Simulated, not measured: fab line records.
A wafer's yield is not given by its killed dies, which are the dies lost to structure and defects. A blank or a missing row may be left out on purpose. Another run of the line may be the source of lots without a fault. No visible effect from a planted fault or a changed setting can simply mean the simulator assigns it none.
2 desks, one fault | flow sfq line | numbers are kept per desk, each desk with only its own; the story behind them comes last

## DESK OF THE TOOL OWNER: pvd sputter-06
The tool's own readings at SFQ_TRILAYER_M0_DEP_SPUTTER_019 (material Nb, target thk 200 nm, time 133.3 s): means of the sampled wafers that have a number, for each lot that ran on this tool. Marked OUT: a lot whose mean sits more than 4 standard deviations from the usual mean, which makes it out of limits; the brackets give that distance.
Columns: A = throttle valve pct at SFQ_TRILAYER_M0_DEP_SPUTTER_019, usual 29.9 %
lot  | first seen here | A
L721 | day 9 01:02     | 29.5
L723 | day 9 20:24     | 30.3
This desk's finding: nothing out of limits on any of the 2 lots.

## THE METROLOGY DESK
Lot by lot, what the gauges showed, no matter which tool ran the lot: averages of those sampled wafers that carry a number. Marked OUT: a lot whose mean sits more than 4 standard deviations from the usual mean, which makes it out of limits; the brackets give that distance.
Columns: A = M0_NB_RS at SFQ_M0_RS_MEAS_904, usual 0.891 ohm/sq; B = M0_OVL at SFQ_M0_OVL_MEAS_906, usual 2 nm; C = I0_OVL at SFQ_I0_OVL_MEAS_908, usual 3 nm; D = M2_OVL at SFQ_M2_OVL_MEAS_916, usual 3 nm
lot  | first seen here | A                | B  | C  | D
L712 | day 6 19:04     | 0.895            | 11 | 6  | -1
L713 | day 7 01:52     | 0.894            | 0  | 6  | 2
L717 | day 8 04:44     | 0.878            | -7 | 9  | 0
L721 | day 9 01:09     | 0.931 (+5.0) OUT | -6 | 9  | 8
L723 | day 9 20:32     | 0.984 (+12) OUT  | -4 | -1 | -3
L724 | day 9 22:55     | 0.889            | 7  | -4 | 12
L727 | day 11 00:05    | 0.901            | 9  | 1  | -1
L728 | day 11 04:55    | 0.879            | 2  | 2  | 9
L729 | day 11 15:44    | 0.890            | 2  | 2  | 7
L730 | day 12 00:05    | 0.904            | 6  | -3 | -1
L731 | day 12 10:57    | 0.887            | 10 | 8  | 6
L733 | day 13 02:07    | 0.889            | -2 | 0  | -2
L734 | day 13 10:31    | 0.895            | 3  | 3  | -3
L735 | day 13 17:43    | 0.885            | -3 | 10 | 0
This desk's finding: out of limits on L721, L723; first on L721, day 9 01:09 (M0_NB_RS at SFQ_M0_RS_MEAS_904). In limits: L712, L713, L717, L724, L727, L728, L729, L730, L731, L733, L734, L735.

## BROUGHT TOGETHER
L721, L723 would have let the metrology desk raise an alarm at day 9 01:09.
The tool owner's desk saw nothing out of limits.
The tool owner's desk has L721, L723 on record, within its limits.
The lots listed all ran SFQ_TRILAYER_M0_DEP_SPUTTER_019 on pvd sputter-06.

## WHAT THE SIMULATOR HAD INSERTED
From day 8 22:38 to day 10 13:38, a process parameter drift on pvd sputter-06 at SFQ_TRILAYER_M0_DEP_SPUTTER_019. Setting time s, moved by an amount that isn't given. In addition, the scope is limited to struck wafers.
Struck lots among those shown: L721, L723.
Per desk, hours elapsed from the start of the fault to the first reading out of limits: for the metrology desk, 3.
